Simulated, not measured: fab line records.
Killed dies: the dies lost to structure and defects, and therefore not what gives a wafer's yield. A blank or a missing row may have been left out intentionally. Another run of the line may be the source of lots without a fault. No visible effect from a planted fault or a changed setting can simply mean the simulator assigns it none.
A lot that was struck, set against a sound lot :: flow gf180mcu :: 14 out of 602 route steps
Sound: these wafers, L965.2, L965.3, L965.4. Wafers struck: L974.1, L974.2, L974.4. At the end, the cause is stated.
At each step with rows: each side's tool, then ch and its chambers, then its first start. Under that, the readings that differ: sound wafers :: struck wafers :: difference of the means :: sigmas: that difference in standard deviations of wafers without a fault.
alike: readings with means less than 2 such deviations apart, plus words and numbers identical on both sides. not compared: withheld readings, readings lacking a value on some wafer, bounds such as >300 that could conceal the same value, and numbers that have no deviation in the record and whose values overlap.
The two part at a step that has a row with sigmas, a row that says differs or no value, or rows on one side only. Numbers that don't overlap but have no deviation are shown without sigmas and don't part them. A reading that every wafer of one side lacks parts them only if that side has two wafers or more.

first, 5 steps without rows for these wafers: GF_V4_COAT_09 (resist thk 1000 nm); GF_V4_SOFTBAKE_10 (time 60 s); GF_V4_EXPOSE_11 (exposes mask Via4, target cd 260 nm); GF_V4_PEB_12 (peb time 90 s); GF_V4_DEVELOP_13 (develop time 60 s).
GF_V4_CD_MEAS_14: target cd 260 nm.
  struck on cd-sem-02, day 28 10:59; sound on cd-sem-02, day 25 19:57
  alike: cd-nm
GF_V4_OVL_MEAS_15:
  struck on overlay-02, day 28 11:07; sound on overlay-02, day 25 20:03
  alike: V4_OVL
GF_V4_ETCH_16: etches BARC in N2/H2.
  sound on rie-diel-04 ch 0,1,3, day 25 20:05; struck on rie-diel-04 ch 1,2,3, day 28 11:09
  alike: drypump-motor-current-A, oes-product-au, throttle-valve-pct
GF_V4_ETCH_17: etches SiO2 in C4F8/O2/Ar, stops on TiN, target depth 630 nm.
  sound on rie-diel-04 ch 0,1,3; struck on rie-diel-04 ch 1,2,3
  alike: oes-product-au
GF_V4_STRIP_18: strips in O2/N2.
  sound on plasma-asher-03 ch 0,1, day 25 20:13; struck on plasma-asher-02 ch 0,1, day 28 11:17
  alike: drypump-motor-current-A, heater-power-w, oes-product-au
  not compared: rf-hours-counter-h
then, 2 steps without rows for these wafers: GF_V4_STRIP_19 (strips in post etch residue remover, time 1200 s); GF_V4_CLEAN_20 (cleans in DIW).
GF_V4_SPUTTER_21: material Ti, target thk 15 nm, time 80.02 s.
  struck on pvd-sputter-04, day 28 11:49; sound on pvd-sputter-03, day 25 20:44
  no value came back on the struck wafers for cathode-dc-power-W (W), chamber-pressure-pa (Pa), throttle-valve-pct (%); on the sound wafers cathode-dc-power-W (W) reads 2500.7 2500.1 2500.2
GF_V4_SPUTTER_22: material TiN, target thk 10 nm, time 40 s.
  struck on pvd-sputter-04, day 28 11:53; sound on pvd-sputter-03, day 25 20:49
  alike: cathode-dc-power-W, chamber-pressure-pa, throttle-valve-pct

## WHERE THEY PART
GF_V4_SPUTTER_21 only, going by this record. Later steps at which nothing parts them and some readings are alike: GF_V4_SPUTTER_22.

WHY: whatever the simulator had introduced
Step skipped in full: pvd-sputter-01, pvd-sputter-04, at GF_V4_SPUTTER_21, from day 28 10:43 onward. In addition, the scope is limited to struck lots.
